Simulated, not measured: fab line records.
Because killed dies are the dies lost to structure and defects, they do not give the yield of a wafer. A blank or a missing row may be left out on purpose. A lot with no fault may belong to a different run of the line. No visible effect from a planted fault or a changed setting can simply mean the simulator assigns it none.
Shared-tool check    flow sky130    Sample size 11 lots and 32 wafers

== WHAT PROMPTED THE OPENING ==
Of 11 lots, 2 have the reading PWDE_TW flagged at SKY_PWDE_TW_MEAS_10. No-fault wafers: 376.1, standard deviation 2.7.
Rule: a lot is flagged when every wafer of it that has a number lies more than 4 standard deviations from that mean, or none has a number. All remaining lots are regarded as sound.

lot   measured     on             PWDE_TW, wafer by wafer  flag
L547  day 4 05:00  film metro-03  377.7 378.7 376.9        
L548  day 5 02:02  film metro-02  376.3 374.0 374.7        
L549  day 5 02:04  film metro-04  376.3 378.7 377.8        
L550  day 5 14:15  film metro-02  372.3 374.3 371.6        
L551  day 5 14:35  film metro-03  378.0 377.8 379.1        
L554  day 5 22:50  film metro-02  373.2 375.8 375.1        
L560  day 7 05:56  film metro-02  412.5 411.3 412.5        FLAGGED
L562  day 7 13:28  film metro-04  416.2 416.0 413.2        FLAGGED
L563  day 7 19:37  film metro-04  376.2 376.8              
L568  day 9 03:06  film metro-02  369.5 370.4 368.6        
L569  day 9 09:53  film metro-04  377.3 377.2 377.3        
On average the flagged lots' numbers are 413.6, which is +37.5 against the usual, or +14 standard deviations.

== LOT BY LOT: THE TOOL USED ==
The record keeps 1 process step preceding the reading, out of 708 steps on the route. Read each cell as the tool, then ch plus the chambers that the sampled wafers visited, then the start.
lot   flag     SKY_PWDE_IMPLANT_08
L547           implanter-02 ch 0, day 4 04:47
L548           implanter-03 ch 0, day 5 01:48
L549           implanter-01 ch 0, day 5 01:49
L550           implanter-02 ch 0, day 5 14:02
L551           implanter-03 ch 0, day 5 14:20
L554           implanter-01 ch 0, day 5 22:36
L560  FLAGGED  implanter-02 ch 0, day 7 05:42
L562  FLAGGED  implanter-02 ch 0, day 7 13:16
L563           implanter-03 ch 0, day 7 19:24
L568           implanter-03 ch 0, day 9 02:53
L569           implanter-03 ch 0, day 9 09:39
What these steps do:
- SKY_PWDE_IMPLANT_08
- SKY_PWDE_TW_MEAS_10

== FLAGGED OVER TOTAL, TOOL BY TOOL (the gauges that took the reading come last) ==
step                 tool           lots run  flagged  share of the flagged lots  sound lots run after its first flagged lot
SKY_PWDE_IMPLANT_08  implanter-01   2         0        none                       -
SKY_PWDE_IMPLANT_08  implanter-02   4         2        all                        0
SKY_PWDE_IMPLANT_08  implanter-03   5         0        none                       -
SKY_PWDE_TW_MEAS_10  film metro-02  5         1        some                       1 (L568)
SKY_PWDE_TW_MEAS_10  film metro-03  2         0        none                       -
SKY_PWDE_TW_MEAS_10  film metro-04  4         1        some                       2 (L563,L569)

== WHAT IS ALLOWED BY THE TABLE ==
All flagged lots share 1 row of the table, namely implanter-02 at SKY_PWDE_IMPLANT_08.
- implanter-02 at SKY_PWDE_IMPLANT_08 ran 4 lots, 2 of them flagged. Its last sound lot is L550 (day 5 14:02), its first flagged lot L560 (day 7 05:42): a fault that began between those two fits. Its own readings lie more than 4 standard deviations out on every wafer of the flagged lots: beam on s, faraday current uA.
What remains is a single tool, implanter-02 at SKY_PWDE_IMPLANT_08.

== WHAT WAS PUT IN BY THE SIMULATOR ==
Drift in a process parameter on implanter-02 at SKY_PWDE_IMPLANT_08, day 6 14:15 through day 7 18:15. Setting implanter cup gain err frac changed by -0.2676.
Lots struck among those shown: L560, L562. The rule above found the same.
